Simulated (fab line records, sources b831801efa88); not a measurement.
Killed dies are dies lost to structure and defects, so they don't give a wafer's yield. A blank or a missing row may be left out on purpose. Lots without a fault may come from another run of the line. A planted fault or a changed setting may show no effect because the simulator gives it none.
A struck lot beside a sound one | flow gf180mcu | 44 steps out of a route of 602
Sound: wafers L886.2, L886.5, L886.6. Struck: wafers L889.2, L889.3, L889.5. The cause comes at the end.
At each step with rows: each side's tool, then ch and its chambers, then its first start. Under that, the readings that differ: sound wafers | struck wafers | difference of the means | sigmas: that difference in standard deviations of wafers without a fault.
alike: readings whose means differ by less than 2 such deviations, and words and numbers that are the same on both sides. not compared: withheld readings, readings that some wafer has no value for, bounds like >300 that may hide the same value, and numbers for which the record gives no deviation and whose values overlap.
The two part at a step that has a row with sigmas, a row that says differs or no value, or rows on one side only. Numbers that don't overlap but have no deviation are shown without sigmas and don't part them. A reading that every wafer of one side lacks parts them only if that side has two wafers or more.

first, 1 step without rows for these wafers: GF_NWELL_IMPLANT_09.
GF_NWELL_STRIP_10: strips in O2/N2.
  sound on plasma_asher-02 ch 0,1, day 3 22:03; struck on plasma_asher-01 ch 0, day 4 12:13
  alike: drypump_motor_current_A, heater_power_w, oes_product_au, platen_temp_c, strip_time_to_endpoint_s
  not compared: rf_hours_counter_h
GF_NWELL_TW_MEAS_11:
  sound on film_metro-01, day 3 22:10; struck on film_metro-01, day 4 12:20
  alike: NWELL_TW
then, 7 steps without rows for these wafers: GF_LVPWELL_DEHYDRATE_00 (time 60 s); GF_LVPWELL_HMDS_01 (prime time 60 s); GF_LVPWELL_COAT_02 (resist thk 3000 nm); GF_LVPWELL_SOFTBAKE_03; GF_LVPWELL_EXPOSE_04 (exposes mask LVPWELL, target cd 600 nm); GF_LVPWELL_PEB_05; GF_LVPWELL_DEVELOP_06 (develop time 60 s).
GF_LVPWELL_OVL_MEAS_07:
  sound on overlay-02, day 4 11:00; struck on overlay-01, day 5 00:48
  alike: LVPWELL_OVL
then, 1 step without rows for these wafers: GF_LVPWELL_IMPLANT_08.
GF_LVPWELL_IMPLANT_09:
  sound on implanter-04 ch 0, day 4 11:13; struck on implanter-04 ch 0, day 5 01:01
  reading            | sound                         | struck                       | difference | sigmas
  dose_ions_cm2      | 4.999e+12 5.004e+12 4.999e+12 | 6.266e+12 6.28e+12 6.261e+12 | +1.268e+12 | +99 or more
  faraday_current_uA | 27.2 28.4 27.3                | 33.8 35.5 33.9               | +6.8       | +13
  alike: end_station_pressure_torr
GF_LVPWELL_STRIP_10: strips in O2/N2.
  sound on plasma_asher-04 ch 0,1, day 4 11:20; struck on plasma_asher-02 ch 0,1, day 5 01:08
  alike: drypump_motor_current_A, heater_power_w, oes_product_au, platen_temp_c, strip_time_to_endpoint_s
  not compared: rf_hours_counter_h
GF_LVPWELL_TW_MEAS_11:
  sound on film_metro-03, day 4 11:26; struck on film_metro-03, day 5 01:14
  alike: LVPWELL_TW
then, 7 steps without rows for these wafers: GF_MVSD_DEHYDRATE_00 (time 60 s); GF_MVSD_HMDS_01 (prime time 60 s); GF_MVSD_COAT_02 (resist thk 3000 nm); GF_MVSD_SOFTBAKE_03; GF_MVSD_EXPOSE_04 (exposes mask MVSD, target cd 1000 nm); GF_MVSD_PEB_05; GF_MVSD_DEVELOP_06 (develop time 60 s).
GF_MVSD_OVL_MEAS_07:
  sound on overlay-01, day 4 23:52; struck on overlay-01, day 5 15:26
  reading       | sound          | struck      | difference | sigmas
  MVSD_OVL (nm) | -0.8 -1.4 -0.7 | 3.1 3.0 1.6 | +3.5       | +2
then, 2 steps without rows for these wafers: GF_MVSD_IMPLANT_08; GF_MVSD_IMPLANT_09.
GF_MVSD_STRIP_10: strips in O2/N2.
  sound on plasma_asher-01 ch 0,1, day 5 00:11; struck on plasma_asher-03 ch 1, day 5 15:46
  reading                     | sound       | struck      | difference | sigmas
  drypump_motor_current_A (A) | 5.3 5.3 5.8 | 6.8 6.8 6.8 | +1.3       | +3
  alike: heater_power_w, oes_product_au, platen_temp_c, strip_time_to_endpoint_s
  not compared: rf_hours_counter_h
GF_MVSD_TW_MEAS_11:
  sound on film_metro-03, day 5 00:18; struck on film_metro-02, day 5 15:53
  reading | sound          | struck         | difference | sigmas
  MVSD_TW | 1595 1591 1587 | 1547 1545 1552 | -43        | -2
then, 7 steps without rows for these wafers: GF_MVPSD_DEHYDRATE_00 (time 60 s); GF_MVPSD_HMDS_01 (prime time 60 s); GF_MVPSD_COAT_02 (resist thk 3000 nm); GF_MVPSD_SOFTBAKE_03; GF_MVPSD_EXPOSE_04 (exposes mask MVPSD, target cd 1000 nm); GF_MVPSD_PEB_05; GF_MVPSD_DEVELOP_06 (develop time 60 s).
GF_MVPSD_OVL_MEAS_07:
  sound on overlay-01, day 5 13:40; struck on overlay-02, day 6 06:00
  alike: MVPSD_OVL
then, 2 steps without rows for these wafers: GF_MVPSD_IMPLANT_08; GF_MVPSD_IMPLANT_09.
GF_MVPSD_STRIP_10: strips in O2/N2.
  sound on plasma_asher-01 ch 0,1, day 5 13:59; struck on plasma_asher-04 ch 0,1, day 6 06:20
  alike: drypump_motor_current_A, heater_power_w, oes_product_au, platen_temp_c, strip_time_to_endpoint_s
  not compared: rf_hours_counter_h
GF_MVPSD_TW_MEAS_11:
  sound on film_metro-02, day 5 14:06; struck on film_metro-01, day 6 06:26
  reading  | sound       | struck      | difference | sigmas
  MVPSD_TW | 541 541 539 | 553 552 553 | +12        | +2
then, 3 steps without rows for these wafers: GF_VT_IMPLANT_DEHYDRATE_00 (time 60 s); GF_VT_IMPLANT_HMDS_01 (prime time 60 s); GF_VT_IMPLANT_COAT_02 (resist thk 1000 nm).
-- the record jumps here: 3 days lie between the struck wafers' starts before and after --
GF_VT_IMPLANT_RS_MEAS_48: measures by four-point-probe.
  sound on film_metro-01, day 8 03:15; struck on film_metro-03, day 8 22:25
  reading             | sound          | struck         | difference | sigmas
  LVPWELL_RS (ohm/sq) | 1197 1196 1193 | 1148 1146 1150 | -47        | -13
GF_PASSIVATION_PROBE_99:
  the record has rows for the sound wafers here (prober-02, day 29 14:09) and none for the struck ones

WHERE THEY PART
First at GF_LVPWELL_IMPLANT_09; last, within this record, at GF_PASSIVATION_PROBE_99.

WHY: what the simulator had put in
Process parameter drift: implanter-04, from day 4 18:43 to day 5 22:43, at GF_LVPWELL_IMPLANT_09. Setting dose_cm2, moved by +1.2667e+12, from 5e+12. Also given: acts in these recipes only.
